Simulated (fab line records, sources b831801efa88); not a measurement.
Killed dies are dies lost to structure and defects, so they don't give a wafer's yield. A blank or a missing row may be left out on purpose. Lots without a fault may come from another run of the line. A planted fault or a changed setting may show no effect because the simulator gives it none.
Which tool did it? | flow gf180mcu | 7 lots, 21 wafers sampled, at 1 step of a route of 602

WHAT THE GAUGES READ, wafer by wafer
GF_M3_OVL_MEAS_15.
lot  | measured     | on         | M3_OVL (nm)
L462 | day 22 08:04 | overlay-02 | -9 -9 -11
L466 | day 23 16:13 | overlay-02 | -1 0 -5
L468 | day 24 09:07 | overlay-02 | -6 -5 -3
L470 | day 25 07:32 | overlay-01 | -2 1 -3
L476 | day 27 04:55 | overlay-02 | -12 -6 -1
L478 | day 28 07:17 | overlay-01 | -12 -8 -5
L482 | day 29 02:52 | overlay-02 | 5 8 9

WHICH TOOL RAN EACH LOT (tool, then ch and the chambers of the sampled wafers, then the start)
The record holds no process step before these readings.

THE ANSWER, worked out from the rows above alone
Rule: what is usual is taken from the lots themselves. Put in order of their means at a reading, lots are off if they are a third of the lots or fewer, leave a main group of 4 or more, and stand apart from it by a gap of 3 or more times the standard deviation of the main group's means; of several such gaps the widest counts. A main group whose means are all the same, to the digits that the tables above print for the reading, isn't used. A lot without any number at a reading at which 4 lots or more have one is off too. The other lots that the step has rows for count as sound.
No lot is off at any reading shown: from this, nothing can be told.

WHAT THE SIMULATOR HAD PUT IN
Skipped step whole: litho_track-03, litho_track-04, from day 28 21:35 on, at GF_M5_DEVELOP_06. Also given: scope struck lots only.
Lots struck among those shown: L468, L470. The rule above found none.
